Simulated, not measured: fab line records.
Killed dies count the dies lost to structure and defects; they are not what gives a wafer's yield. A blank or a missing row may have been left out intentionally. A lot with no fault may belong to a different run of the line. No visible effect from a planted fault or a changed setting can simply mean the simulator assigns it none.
Which tool was responsible? + flow sky130 + 12 lots with 36 wafers sampled at 3 steps, on a route of 708 steps

## WHAT THE GAUGES SHOWED, per wafer
SKY_VIA2_THK_MEAS_01. Usual: VIA2_HDPCVD_THK 1184 nm, standard deviation 11.
| lot  | measured     | on            | VIA2_HDPCVD_THK (nm) | flag |
|------|--------------|---------------|----------------------|------|
| L264 | day 34 21:49 | film_metro-02 | 1190 1175 1186       |      |
| L265 | day 35 15:43 | film_metro-04 | 1176 1167 1162       |      |
| L267 | day 36 06:27 | film_metro-03 | 1181 1194 1196       |      |
| L268 | day 37 11:38 | film_metro-04 | 1188 1189 1186       |      |
| L269 | day 37 11:58 | film_metro-02 | 1185 1183 1181       |      |
| L270 | day 37 12:20 | film_metro-04 | 1188 1177 1193       |      |
| L271 | day 37 14:25 | film_metro-04 | 1179 1174 1176       |      |
| L272 | day 37 19:17 | film_metro-02 | 1192 1186 1182       |      |
| L273 | day 38 04:29 | film_metro-03 | 1194 1195 1196       |      |
| L275 | day 39 04:11 | film_metro-04 | 1183 1189 1184       |      |
| L283 | day 41 00:58 | film_metro-02 | 1175 1174 1184       |      |
| L284 | day 41 09:06 | film_metro-02 | 1178 1173 1170       |      |

## WHAT TOOL EACH LOT RAN ON (gives the tool, then ch and the chambers of the sampled wafers, and finally the start)
| lot  | SKY_METAL2_SPUTTER_04        | SKY_METAL2_METAL_ETCH_19          |
|------|------------------------------|-----------------------------------|
| L264 | pvd_sputter-04, day 33 17:44 | rie_metal-03 ch 0,1, day 34 20:59 |
| L265 | pvd_sputter-04, day 34 12:07 | rie_metal-02 ch 0,1, day 35 14:54 |
| L267 | pvd_sputter-03, day 35 02:55 | rie_metal-01 ch 0,1, day 36 05:39 |
| L268 | pvd_sputter-02, day 36 08:37 | rie_metal-01 ch 0,1, day 37 10:48 |
| L269 | pvd_sputter-04, day 36 08:53 | rie_metal-03 ch 0,1, day 37 11:09 |
| L270 | pvd_sputter-03, day 36 09:34 | rie_metal-02 ch 0, day 37 11:29   |
| L271 | pvd_sputter-02, day 36 11:30 | rie_metal-02 ch 0,1, day 37 13:36 |
| L272 | pvd_sputter-04, day 36 16:20 | rie_metal-02 ch 0,1, day 37 18:28 |
| L273 | pvd_sputter-02, day 37 00:58 | rie_metal-02 ch 0, day 38 03:41   |
| L275 | pvd_sputter-04, day 38 01:21 | rie_metal-01 ch 0,1, day 39 03:23 |
| L283 | pvd_sputter-04, day 39 23:49 | rie_metal-02 ch 0,1, day 41 00:08 |
| L284 | pvd_sputter-04, day 40 08:15 | rie_metal-02 ch 0,1, day 41 08:17 |
- SKY_METAL2_SPUTTER_04: material TiN, target thk 70 nm, time 58.3 s.
- SKY_METAL2_METAL_ETCH_19: etches the open film in Cl2/BCl3, stops on SiO2, target depth 360 nm, time 78 s.

## WHAT THE TOOLS THEMSELVES READ (means of the sampled wafers that have a number; where no wafer has one, the mark that the record gives instead)
SKY_METAL2_SPUTTER_04. Usual: 30.4 % for throttle_valve_pct, sd 1.2.
| lot  | tool           | throttle_valve_pct (%) | flag |
|------|----------------|------------------------|------|
| L264 | pvd_sputter-04 | 29.3                   |      |
| L265 | pvd_sputter-04 | 30.3                   |      |
| L267 | pvd_sputter-03 | 31.1                   |      |
| L268 | pvd_sputter-02 | 30.8                   |      |
| L269 | pvd_sputter-04 | 30.5                   |      |
| L270 | pvd_sputter-03 | 31.1                   |      |
| L271 | pvd_sputter-02 | 28.8                   |      |
| L272 | pvd_sputter-04 | 30.1                   |      |
| L273 | pvd_sputter-02 | 30.6                   |      |
| L275 | pvd_sputter-04 | 30.4                   |      |
| L283 | pvd_sputter-04 | 29.8                   |      |
| L284 | pvd_sputter-04 | 29.9                   |      |

SKY_METAL2_METAL_ETCH_19. Usual: bias_w 48.48 W, standard deviation 0.14; drypump_motor_current_A 5.97 A, standard deviation 0.29; mfc_cl2_sccm 60.01 sccm, standard deviation 0.15; oes_product_au 0.855 a.u., standard deviation 0.0057; throttle_valve_pct 22.264 %, standard deviation 0.0093.
| lot  | tool         | bias_w (W) | drypump_motor_current_A (A) | mfc_cl2_sccm (sccm) | oes_product_au (a.u.) | throttle_valve_pct (%) | flag |
|------|--------------|------------|-----------------------------|---------------------|-----------------------|------------------------|------|
| L264 | rie_metal-03 | 48.51      | 6.14                        | 59.95               | 0.849                 | 22.261                 |      |
| L265 | rie_metal-02 | 48.51      | 5.89                        | 59.85               | 0.856                 | 22.273                 |      |
| L267 | rie_metal-01 | 48.36      | 5.64                        | 59.93               | 0.851                 | 22.266                 |      |
| L268 | rie_metal-01 | 48.48      | 5.65                        | 59.98               | 0.858                 | 22.264                 |      |
| L269 | rie_metal-03 | 48.45      | 6.04                        | 60.05               | 0.852                 | 22.266                 |      |
| L270 | rie_metal-02 | 48.64      | 6.30                        | 59.79               | 0.857                 | 22.259                 |      |
| L271 | rie_metal-02 | 48.37      | 5.90                        | 59.94               | 0.857                 | 22.260                 |      |
| L272 | rie_metal-02 | 48.37      | 5.89                        | 59.91               | 0.860                 | 22.271                 |      |
| L273 | rie_metal-02 | 48.39      | 6.30                        | 60.25               | 0.852                 | 22.262                 |      |
| L275 | rie_metal-01 | 48.49      | 5.64                        | 60.00               | 0.856                 | 22.269                 |      |
| L283 | rie_metal-02 | 46.27      | 6.09                        | 60.03               | 0.852                 | 22.258                 | OFF  |
| L284 | rie_metal-02 | 46.33      | 6.10                        | 60.12               | 0.853                 | 22.263                 | OFF  |

## THE ANSWER, worked out from the rows above alone
Rule: take the mean of a lot's wafers that have a number; if it is more than 3 standard deviations from the usual mean, the lot is off. A lot without any number at a reading at which 4 lots or more have one is off too. Where the step has rows for the other lots, those lots are counted as sound. After the gauges, taken in route order, come the tools' own readings; for these a lot's mean is taken, as printed above. At the first step where some lot is off, the reading lying furthest off is the one used; lots without a number count as furthest.
Off at SKY_METAL2_METAL_ETCH_19 (bias_w): L283, L284.
If a tool, at that step or one of the process steps before it, ran each lot that is off and ran no sound lot following the first of them, it fits. Can't be told from this: 2 tools fit, pvd_sputter-04 at SKY_METAL2_SPUTTER_04, rie_metal-02 at SKY_METAL2_METAL_ETCH_19.

## WHAT THE SIMULATOR HAD INSERTED
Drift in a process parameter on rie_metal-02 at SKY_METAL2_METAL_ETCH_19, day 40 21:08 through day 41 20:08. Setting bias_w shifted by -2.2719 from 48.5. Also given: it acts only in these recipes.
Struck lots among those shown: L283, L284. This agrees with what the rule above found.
